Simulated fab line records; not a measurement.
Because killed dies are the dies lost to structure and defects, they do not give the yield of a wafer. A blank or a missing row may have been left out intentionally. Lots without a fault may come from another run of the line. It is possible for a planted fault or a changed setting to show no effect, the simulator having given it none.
A struck lot beside a sound one ; flow sfq_line ; 41 out of 325 route steps
Sound: wafers L837.1, L837.2, L837.6. Struck: wafer L835.2 (left out: L835.4, L835.6 of the same lot, which were not struck); the cause appears at the end.
For every step that has rows: the tool of each side, followed by ch and its chambers, followed by its first start. Under that, the readings that differ: sound wafers ; struck wafers ; difference of the means ; sigmas: that difference in standard deviations of wafers without a fault.
alike: words and numbers the same on both sides, and readings whose means are apart by under 2 such deviations; not compared: readings that were withheld, readings missing a value for some wafer, numbers with overlapping values and no deviation given by the record, and bounds like >300 which may hide the same value.
The two part at a step that has a row with sigmas, a row that says differs or no value, or rows on one side only. Numbers that don't overlap but have no deviation are shown without sigmas and don't part them. Lack of a reading on every wafer of one side parts them only where that side has two or more wafers.

first, 6 steps without rows for these wafers: SFQ_TRILAYER_L0_VIA_LITHO_COAT_018 (resist thk 62 nm); SFQ_TRILAYER_L0_VIA_LITHO_COAT_013 (resist thk 650 nm); SFQ_TRILAYER_L0_VIA_LITHO_SOFTBAKE_017; SFQ_TRILAYER_L0_VIA_LITHO_EXPOSE_014 (exposes mask L0V, target cd 700 nm); SFQ_TRILAYER_L0_VIA_LITHO_PEB_016 (peb time 60 s); SFQ_TRILAYER_L0_VIA_LITHO_DEVELOP_015 (time 60 s).
SFQ_L0V_OVL_MEAS_903:
  sound on overlay-01, day 12 01:25; struck on overlay-01, day 11 06:13
  alike: L0V_OVL
then, 1 step without rows for these wafers: SFQ_TRILAYER_L0_VIA_BARC_OPEN_VIA_ETCH_021 (etches BARC in O2, target depth 125 nm, time 41.7 s).
SFQ_TRILAYER_L0_VIA_ETCH_VIA_ETCH_016: etches SiO2 in CHF3, stops on MoNx KI, target depth 80 nm.
  sound on rie_diel-03 ch 0,2,3, day 12 01:29; struck on rie_diel-03 ch 3, day 11 06:17
  alike: drypump_motor_current_A, oes_product_au
then, 3 steps without rows for these wafers: SFQ_TRILAYER_L0_VIA_STRIP_STRIP_017 (strips in O2); SFQ_TRILAYER_L0_VIA_STRIP_SOLV_CLEAN_018 (cleans in NMP, time 600 s); SFQ_TRILAYER_M0_DEP_PRE_CLEAN_020 (time 15 s).
SFQ_TRILAYER_M0_DEP_SPUTTER_019: material Nb, target thk 200 nm, time 133.3 s.
  sound on pvd_sputter-06, day 12 02:20; struck on pvd_sputter-04, day 11 07:08
reading;sound;struck;difference;sigmas
throttle_valve_pct (%);29.7 28.4 28.7;31.1;+2.2;+3
model.Nb_of_TRILAYER_M0_DEP_SPUTTER_019.thk_nm (nm);202.3 199.8 199.6;162.1;-38.5;
  alike: base_pressure_pa
SFQ_M0_RS_MEAS_904: measures by four-point-probe.
  sound on film_metro-02, day 12 02:25; struck on film_metro-01, day 11 07:32
reading;sound;struck;difference;sigmas
M0_NB_RS (ohm/sq);0.879 0.889 0.891;1.098;+0.212;+21
  not compared: hold
then, 5 steps without rows for these wafers: SFQ_TRILAYER_M0_LITHO_COAT_021 (resist thk 600 nm); SFQ_TRILAYER_M0_LITHO_SOFTBAKE_025; SFQ_TRILAYER_M0_LITHO_EXPOSE_022 (exposes mask M0, target cd 500 nm); SFQ_TRILAYER_M0_LITHO_PEB_024 (peb time 60 s); SFQ_TRILAYER_M0_LITHO_DEVELOP_023 (time 60 s).
-- the record jumps here: 5 days lie between the struck wafers' starts before and after --
SFQ_M0_OVL_MEAS_906:
  sound on overlay-02, day 17 06:52; struck on overlay-02, day 16 08:04
  alike: M0_OVL
then, 1 step without rows for these wafers: SFQ_TRILAYER_M0_BARC_OPEN_METAL_ETCH_031 (etches BARC in O2, target depth 125 nm, time 41.7 s).
SFQ_TRILAYER_M0_ETCH_METAL_ETCH_024: etches Nb in Cl2/Ar, stops on SiO2, target depth 240 nm, time 120 s.
  sound on rie_metal-02 ch 0,1, day 17 06:57; struck on rie_metal-03 ch 1, day 16 08:09
reading;sound;struck;difference;sigmas
oes_product_au (a.u.);0.900 0.895 0.891;0.794;-0.101;-15
  alike: drypump_motor_current_A
  not compared: rf_hours_counter_h
SFQ_TRILAYER_M0_STRIP_STRIP_025: strips in O2.
  sound on rie_metal-02 ch 0,1, day 17 07:05; struck on rie_metal-03 ch 1, day 16 08:17
  alike: drypump_motor_current_A, oes_product_au
  not compared: rf_hours_counter_h
then, 1 step without rows for these wafers: SFQ_TRILAYER_M0_STRIP_SOLV_CLEAN_026 (cleans in NMP, time 600 s).
SFQ_TRILAYER_I0_DEP_PECVD_027: deposits SiO2 from SiH4/N2O, time 111.11 s, target thk 500 nm.
  sound on pecvd-02 ch 1, day 17 07:52; struck on pecvd-04 ch 1, day 16 09:03
  alike: chamber_pressure_Torr, heater_power_w, susceptor_temp_C, throttle_valve_pct
then, 1 step without rows for these wafers: SFQ_TRILAYER_I0_CMP_CMP_028 (polishes SiO2).
SFQ_I0_BOW_MEAS_907:
  sound on film_metro-02, day 17 11:34; struck on film_metro-02, day 16 12:09
  alike: I0_BOW
then, 7 steps without rows for these wafers: SFQ_TRILAYER_I0_METRO_MEASURE_029; SFQ_TRILAYER_I0_VIA_LITHO_COAT_036 (resist thk 62 nm); SFQ_TRILAYER_I0_VIA_LITHO_COAT_031 (resist thk 650 nm); SFQ_TRILAYER_I0_VIA_LITHO_SOFTBAKE_035; SFQ_TRILAYER_I0_VIA_LITHO_EXPOSE_032 (exposes mask I0, target cd 500 nm); SFQ_TRILAYER_I0_VIA_LITHO_PEB_034 (peb time 60 s); SFQ_TRILAYER_I0_VIA_LITHO_DEVELOP_033 (time 60 s).
-- the record jumps here: 5 days lie between the struck wafers' starts before and after --
SFQ_I0_OVL_MEAS_908:
  sound on overlay-01, day 21 05:04; struck on overlay-02, day 21 02:41
  alike: I0_OVL
SFQ_TRILAYER_I0_VIA_BARC_OPEN_VIA_ETCH_046: etches BARC in O2, target depth 125 nm, time 41.7 s.
  sound on rie_diel-04 ch 0,3, day 21 05:07; struck on rie_diel-04 ch 1, day 21 02:43
  alike: drypump_motor_current_A, oes_product_au
  not compared: rf_hours_counter_h
then, 1 step without rows for these wafers: SFQ_TRILAYER_I0_VIA_ETCH_VIA_ETCH_034 (etches SiO2 in CHF3, stops on Nb, target depth 260 nm).
SFQ_TRILAYER_I0_VIA_STRIP_STRIP_035: strips in O2.
  sound on rie_metal-04 ch 0,1, day 21 05:16; struck on rie_metal-04 ch 1, day 21 02:52
  alike: drypump_motor_current_A, oes_product_au
  not compared: rf_hours_counter_h
then, 2 steps without rows for these wafers: SFQ_TRILAYER_I0_VIA_STRIP_SOLV_CLEAN_036 (cleans in NMP, time 600 s); SFQ_TRILAYER_M1_DEP_PRE_CLEAN_038 (time 22.5 s).
-- the record jumps here: 61 days lie between the struck wafers' starts before and after --
SFQ_M8_BOW_MEAS_951:
  sound on film_metro-04, day 83 08:20; struck on film_metro-04, day 82 00:12
reading;sound;struck;difference;sigmas
model.etest.m0.ohm_um;1.762 1.774 1.786;2.177;+0.403;
model.etest.i0.link_ohm;1.946 1.986 1.965;2.16;+0.19;
model.etest.m0.ohm_sq;0.8801 0.891 0.8918;1.098;+0.210;
  alike: M8_BOW

WHERE THEY PART
First at SFQ_TRILAYER_M0_DEP_SPUTTER_019; last, within this record, at SFQ_TRILAYER_M0_ETCH_METAL_ETCH_024. Later steps at which nothing parts them and some readings are alike: SFQ_TRILAYER_M0_STRIP_STRIP_025, SFQ_TRILAYER_I0_DEP_PECVD_027, SFQ_I0_BOW_MEAS_907, SFQ_I0_OVL_MEAS_908, SFQ_TRILAYER_I0_VIA_BARC_OPEN_VIA_ETCH_046, SFQ_TRILAYER_I0_VIA_STRIP_STRIP_035, SFQ_M8_BOW_MEAS_951.

WHY: the cause the simulator had injected
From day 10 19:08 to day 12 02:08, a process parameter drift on pvd_sputter-04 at SFQ_TRILAYER_M0_DEP_SPUTTER_019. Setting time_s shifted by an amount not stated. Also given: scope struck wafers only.
